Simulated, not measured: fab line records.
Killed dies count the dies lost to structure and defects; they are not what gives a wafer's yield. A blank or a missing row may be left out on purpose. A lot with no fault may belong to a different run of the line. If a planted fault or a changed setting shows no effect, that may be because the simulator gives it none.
fab line records -- flow sfqLine
record: lots: 7, wafers: 21, lastDay: 91
route steps=325 shown I5@231 C5@240
lots that met no fault: taken from a fault-free run of the same line
startH: hours from the record's opening day to when the first of the lot's shown wafers began -- waitH: how many hours have passed since the lot's step before this one -- " unchanged from the row above -- L1.1+2: one row covering several wafers at once -- - value missing, or start not given -- * or withheld: withheld -- < > ~ a bound
route shown NAME@n: NAME is a module with steps in the file, n the number in the route of the first one -- usual: mean and standard deviation over wafers with no fault -- same: alike in all rows -- chamber/n: place in a boat -- sites: the reading at each site -- _std_site: their standard deviation -- _edge_site: the outer-site mean with the inner-site mean subtracted -- radiusMm: for every site, how far away it sits from the centre of the wafer -- mask NAME#n: copy n -- behind: the tool/chamber that last shaped the wafer -- hold: why the lot went on hold/how many hours it stayed there/how the hold came to an end -- device: the transistor (n, p or np) that didn't switch -- end of line: at the end of the route, the tests of the same wafers -- where a step has no rows: the recipe by itself -- killed: not the wafer's yield, but the dies lost to structure and defects at the first sort -- map: a wafer's dies, marking killed ones x, the rest . and places with no die _
set.NAME: the setting the step ran with; set.NAME@STEP: the setting that earlier step ran with -- model.NAME: the simulator's own value behind a step, which no gauge read
lots at some steps of the route; a table a step, a row a wafer
services: the hour from which a tool's chamber was out of use, counted from the record's first day as startH (under 0 if before that day), plus the number of hours and why
== steps ==
step: SFQ_TRILAYER_I5_LITHO_SOFTBAKE_148
recipe: tempC: withheld, timeS: withheld, resist: KrF
step: SFQ_TRILAYER_I5_LITHO_EXPOSE_145
recipe: maskId: I5, na: 0.6, sourceShape: conventional, sigmaOuter: 0.65, targetCdNm: 700, doseMj: 21.3
step: SFQ_TRILAYER_I5_LITHO_PEB_147
recipe: pebTempC: 115, pebTimeS: 60, resist: KrF
step: SFQ_TRILAYER_I5_LITHO_DEVELOP_146
recipe: timeS: 60, resist: KrF
step: SFQ_I5_OVL_MEAS_936
usual: I5_OVL: -2/4.5
lot.wafer,tool,chamber,startH,waitH,I5_OVL[nm]
L981.1,overlay-01,-,1585.42,0.1,0
L981.3,overlay-01,-,1585.42,0.1,-2
L981.6,overlay-01,-,1585.42,0.1,-3
L988.1,overlay-01,-,1627.04,0.1,6
L988.3,overlay-01,-,1627.04,0.1,3
L988.6,overlay-01,-,1627.04,0.1,1
L989.2,overlay-02,-,1636.63,0.1,-3
L989.3,overlay-02,-,1636.63,0.1,-1
L989.5,overlay-02,-,1636.63,0.1,2
L990.2,overlay-01,-,1650.90,0.1,2
L990.4,overlay-01,-,1650.90,0.1,0
L990.6,overlay-01,-,1650.90,0.1,4
L991.2,overlay-01,-,1653.30,0.1,-2
L991.3,overlay-01,-,1653.30,0.1,-3
L991.4,overlay-01,-,1653.30,0.1,-6
L101.1,overlay-02,-,1893.45,0.1,-4
L101.3,overlay-02,-,1893.45,0.1,-5
L101.4,overlay-02,-,1893.45,0.1,-6
L102.3,overlay-02,-,1894.66,0.1,-4
L102.4,overlay-02,-,1894.66,0.1,1
L102.6,overlay-02,-,1894.66,0.1,-5
step: SFQ_TRILAYER_I5_BARC_OPEN_VIA_ETCH_200
recipe: maskMaterial: PR, chemistry: O2, targetDepthNm: 125, target: BARC, sourceW: 500, biasW: 80, pressureMtorr: 30, timeS: 41.7
usual: drypumpMotorCurrentA: 5.9/0.32, oesProductAu: 0.685/0.0045
same: timeS: 41.7
lot.wafer,tool,chamber,startH,waitH,drypumpMotorCurrentA,oesProductAu,rfHoursCounterH
L981.1,rieDiel-03,3,1585.46,0.0,5.7,0.677,0
L981.3,rieDiel-03,2,1585.46,0.0,5.4,0.683,8
L981.6,rieDiel-03,0,1585.46,0.0,6.4,0.689,-
L988.1,rieDiel-01,0,1627.08,0.0,6.3,0.691,19
L988.3,rieDiel-01,3,1627.08,0.0,6.1,0.685,12
L988.6,rieDiel-01,0,1627.08,0.0,6.3,0.692,-
L989.2,rieDiel-03,3,1636.66,0.0,5.8,0.687,1
L989.3,rieDiel-03,0,1636.66,0.0,6.5,0.688,16
L989.5,rieDiel-03,0,1636.66,0.0,6.4,0.689,-
L990.2,rieDiel-04,3,1650.93,0.0,5.4,0.690,1
L990.4,rieDiel-04,0,1650.93,0.0,6.0,0.677,19
L990.6,rieDiel-04,2,1650.93,0.0,6.0,0.686,-
L991.2,rieDiel-03,2,1653.33,0.0,5.4,0.686,9
L991.3,rieDiel-03,1,1653.33,0.0,6.0,0.685,13
L991.4,rieDiel-03,3,1653.33,0.0,5.8,0.687,2
L101.1,rieDiel-01,1,1893.49,0.0,6.1,0.684,14
L101.3,rieDiel-01,2,1893.49,0.0,5.9,0.688,17
L101.4,rieDiel-01,0,1893.49,0.0,6.3,0.686,1
L102.3,rieDiel-03,0,1894.69,0.0,6.5,0.682,0
L102.4,rieDiel-03,1,1894.69,0.0,6.0,0.678,16
L102.6,rieDiel-03,0,1894.69,0.0,6.4,0.685,-
step: SFQ_TRILAYER_I5_ETCH_VIA_ETCH_147
recipe: stopOn: Nb, maskMaterial: PR, chemistry: CHF3, targetDepthNm: 360, sourceW: 500, biasW: 78.92, pressureMtorr: 30, timeS: withheld
usual: drypumpMotorCurrentA: 5.9/0.32, oesProductAu: 0.987/0.0064
lot.wafer,tool,chamber,startH,waitH,drypumpMotorCurrentA,oesProductAu
L981.1,rieDiel-03,3,1585.50,0.0,5.8,0.982
L981.3,rieDiel-03,2,1585.50,0.0,5.4,0.978
L981.6,rieDiel-03,0,1585.50,0.0,6.5,0.990
L988.1,rieDiel-01,0,1627.12,0.0,6.3,0.979
L988.3,rieDiel-01,3,1627.12,0.0,6.1,0.988
L988.6,rieDiel-01,0,1627.12,0.0,6.4,0.987
L989.2,rieDiel-03,3,1636.70,0.0,5.8,0.987
L989.3,rieDiel-03,0,1636.70,0.0,6.5,0.994
L989.5,rieDiel-03,0,1636.70,0.0,6.5,0.984
L990.2,rieDiel-04,3,1650.97,0.0,5.3,0.993
L990.4,rieDiel-04,0,1650.97,0.0,6.0,0.987
L990.6,rieDiel-04,2,1650.97,0.0,6.0,0.992
L991.2,rieDiel-03,2,1653.37,0.0,5.4,0.989
L991.3,rieDiel-03,1,1653.37,0.0,6.0,0.992
L991.4,rieDiel-03,3,1653.37,0.0,5.7,0.979
L101.1,rieDiel-01,1,1893.53,0.0,6.1,0.992
L101.3,rieDiel-01,2,1893.53,0.0,5.9,0.976
L101.4,rieDiel-01,0,1893.53,0.0,6.3,0.991
L102.3,rieDiel-03,0,1894.73,0.0,6.4,0.989
L102.4,rieDiel-03,1,1894.73,0.0,6.0,0.990
L102.6,rieDiel-03,0,1894.73,0.0,6.4,0.990
step: SFQ_TRILAYER_I5_STRIP_STRIP_148
recipe: gas: O2, powerW: 200, platenTempC: 40, overashFraction: 0.65, chemistry: O2, pressureMtorr: 50
usual: drypumpMotorCurrentA: 5.6/0.5, oesProductAu: 0.998/0.0079, platenTempC: 40.02/0.11
lot.wafer,tool,chamber,startH,waitH,drypumpMotorCurrentA,oesProductAu,platenTempC,rfHoursCounterH
L981.1,rieMetal-01,1,1585.65,-,5.8,1.010,39.97,33
L981.3,rieMetal-01,1,1585.65,-,5.7,0.998,40.14,-
L981.6,rieMetal-01,1,1585.65,-,5.8,1.010,40.18,-
L988.1,rieMetal-03,1,1627.27,-,6.2,1.008,40.03,88
L988.3,rieMetal-03,1,1627.27,-,6.2,1.010,40.15,-
L988.6,rieMetal-03,1,1627.27,-,6.2,1.005,40.00,-
L989.2,rieMetal-01,1,1636.85,-,5.7,1.012,39.87,41
L989.3,rieMetal-01,0,1636.85,-,6.0,0.999,39.62,-
L989.5,rieMetal-01,1,1636.85,-,5.8,1.006,39.91,-
L990.2,rieMetal-03,1,1651.12,-,6.2,1.004,39.98,94
L990.4,rieMetal-03,0,1651.12,-,4.9,0.981,39.92,-
L990.6,rieMetal-03,1,1651.12,-,6.2,1.006,40.02,-
L991.2,rieMetal-02,0,1653.52,-,5.7,1.005,39.94,52
L991.3,rieMetal-02,1,1653.52,-,4.8,0.980,40.02,-
L991.4,rieMetal-02,0,1653.52,-,5.7,1.001,39.88,-
L101.1,rieMetal-02,1,1893.68,-,4.8,0.996,40.01,27
L101.3,rieMetal-02,0,1893.68,-,5.7,1.009,40.09,-
L101.4,rieMetal-02,1,1893.68,-,4.9,0.993,40.22,-
L102.3,rieMetal-01,1,1895.08,-,5.7,1.007,39.98,-
L102.4,rieMetal-01,0,1895.08,-,6.0,1.007,40.04,-
L102.6,rieMetal-01,1,1895.08,-,5.8,1.005,39.89,-
step: SFQ_TRILAYER_I5_STRIP_SOLV_CLEAN_149
recipe: chemistry: NMP, tempC: 70, timeS: 600
step: SFQ_TRILAYER_C5_LITHO_COAT_156
recipe: resist: BARC, spinRpm: 3000, resistThkNm: 62
step: SFQ_TRILAYER_C5_LITHO_COAT_151
recipe: resist: KrF, spinRpm: 3000, resistThkNm: 650
step: SFQ_TRILAYER_C5_LITHO_SOFTBAKE_155
recipe: tempC: withheld, timeS: withheld, resist: KrF
step: SFQ_TRILAYER_C5_LITHO_EXPOSE_152
recipe: maskId: C5, na: 0.6, sourceShape: conventional, sigmaOuter: 0.65, targetCdNm: 500, doseMj: 21.3
usual: exposureDoseMJCm2: 21.298/0.021, focusOffsetNm: 0.0/0.54
lot.wafer,tool,chamber,startH,waitH,mask,exposureDoseMJCm2,focusOffsetNm
L981.1,krfScanner-02,0,1696.20,-,C5#0,21.261,-0.4
L981.3,krfScanner-02,0,1696.20,-,C5#0,21.272,-0.9
L981.6,krfScanner-02,0,1696.20,-,C5#0,21.295,-0.4
L988.1,krfScanner-01,-,1735.68,-,C5#0,-,-
L988.3,krfScanner-01,-,1735.68,-,C5#0,-,-
L988.6,krfScanner-01,-,1735.68,-,C5#0,-,-
L989.2,krfScanner-01,-,1740.68,-,C5#0,-,-
L989.3,krfScanner-01,-,1740.68,-,C5#0,-,-
L989.5,krfScanner-01,-,1740.68,-,C5#0,-,-
L990.2,krfScanner-01,-,1752.68,-,C5#0,-,-
L990.4,krfScanner-01,-,1752.68,-,C5#0,-,-
L990.6,krfScanner-01,-,1752.68,-,C5#0,-,-
L991.2,krfScanner-01,0,1756.28,-,C5#0,21.308,-0.3
L991.3,krfScanner-01,0,1756.28,-,C5#0,21.321,0.7
L991.4,krfScanner-01,0,1756.28,-,C5#0,21.292,-0.1
L101.1,krfScanner-02,0,1898.53,-,C5#0,21.312,-0.2
L101.3,krfScanner-02,0,1898.53,-,C5#0,21.327,-0.2
L101.4,krfScanner-02,0,1898.53,-,C5#0,21.342,0.4
L102.3,krfScanner-02,0,1900.13,-,C5#0,21.294,0.3
L102.4,krfScanner-02,0,1900.13,-,C5#0,21.278,1.5
L102.6,krfScanner-02,0,1900.13,-,C5#0,21.296,0.4
step: SFQ_TRILAYER_C5_LITHO_PEB_154
recipe: pebTempC: 115, pebTimeS: 60, resist: KrF
== services ==
tool,chamber,startH,hours,kind
krfScanner-01,-,1561.54,3.6,pm
krfScanner-01,-,1568.26,0.2,repair
rieMetal-01,0,1576.86,2.7,repair
krfScanner-01,-,1606.19,4.4,pm
rieDiel-01,-,1631.15,2.8,pm
rieDiel-01,-,1634.53,0.5,repair
rieDiel-01,-,1636.97,4.3,pm
krfScanner-02,-,1641.52,1.0,pm
rieDiel-01,0,1644.94,132.0,repair
krfScanner-01,-,1645.25,1.3,pm
rieDiel-01,3,1651.29,4.1,repair
krfScanner-01,-,1656.15,1.0,pm
rieDiel-03,3,1662.19,10.1,repair
krfScanner-01,-,1694.44,0.8,pm
rieDiel-03,2,1700.46,8.3,repair
rieDiel-01,3,1703.69,4.3,repair
krfScanner-02,-,1724.75,1.9,repair
krfScanner-01,-,1759.68,4.0,pm
krfScanner-01,-,1808.38,2.2,repair
krfScanner-01,-,1821.39,1.3,pm
krfScanner-01,-,1825.09,1.0,pm
rieDiel-01,2,1840.01,1.3,repair
rieDiel-01,0,1854.49,13.1,repair
rieDiel-03,0,1861.94,2.6,repair
== key ==
firstSign: step: SFQ_TRILAYER_C5_LITHO_EXPOSE_152, reading: toolRecord, direction: missing
effect none on later readings
metAt SFQ_TRILAYER_C5_LITHO_EXPOSE_152
struckWafers L988.1,L988.3,L988.6,L989.2,L989.3,L989.5,L990.2,L990.4,L990.6
fault: kind: skippedStepWhole, tool: krfScanner-01, chamber: -, onsetH: 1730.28, steps: SFQ_TRILAYER_C5_LITHO_EXPOSE_152, scope: struckLotsOnly
